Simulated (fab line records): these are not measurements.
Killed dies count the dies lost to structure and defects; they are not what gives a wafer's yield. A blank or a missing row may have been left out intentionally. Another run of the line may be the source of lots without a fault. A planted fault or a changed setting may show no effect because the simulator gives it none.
Which of the tools did it? / flow sky130 / at 1 step of a route of 708, 12 lots with 36 wafers sampled

== WHAT EACH GAUGE READ, for each wafer ==
SKY_LI_CONTACT_OVL_MEAS_13.
lot=L075; measured=day 29 23:34; on=overlay-02; LI_CONTACT_OVL (nm)=-8 -5 -5
lot=L077; measured=day 31 00:28; on=overlay-02; LI_CONTACT_OVL (nm)=-12 -8 -8
lot=L079; measured=day 31 12:34; on=overlay-02; LI_CONTACT_OVL (nm)=-17 -13 -9
lot=L081; measured=day 32 07:40; on=overlay-02; LI_CONTACT_OVL (nm)=-11 -3 -8
lot=L083; measured=day 33 10:04; on=overlay-02; LI_CONTACT_OVL (nm)=-7 -2 -4
lot=L086; measured=day 33 18:22; on=overlay-02; LI_CONTACT_OVL (nm)=-7 -5 -23
lot=L087; measured=day 34 06:49; on=overlay-02; LI_CONTACT_OVL (nm)=-4 -6 2
lot=L089; measured=day 34 20:13; on=overlay-01; LI_CONTACT_OVL (nm)=2 -2 4
lot=L091; measured=day 35 06:56; on=overlay-01; LI_CONTACT_OVL (nm)=-11 -9 -13
lot=L093; measured=day 35 18:47; on=overlay-02; LI_CONTACT_OVL (nm)=-6 -16 -3
lot=L094; measured=day 36 18:17; on=overlay-01; LI_CONTACT_OVL (nm)=-12 -13 -6
lot=L097; measured=day 36 23:05; on=overlay-01; LI_CONTACT_OVL (nm)=-3 -12 -5

== TOOL THAT RAN EACH LOT (tool first, then ch and the chambers of the sampled wafers, then the start) ==
The record holds no process step before these readings.

== THE ANSWER, worked out from the rows above alone ==
Rule: usual is defined by the lots themselves. Put in order of their means at a reading, lots are off if they are a third of the lots or fewer, leave a main group of 4 or more, and stand apart from it by a gap of 3 or more times the standard deviation of the main group's means; of several such gaps the widest counts. The tables above print the reading to a certain number of digits; a main group whose means all agree to those digits is not used. Also off: a lot with no number at a reading for which 4 or more lots have one. All remaining lots with rows at the step are treated as sound.
None of the lots is off at any reading shown; this tells nothing.

== WHAT THE SIMULATOR HAD INSERTED ==
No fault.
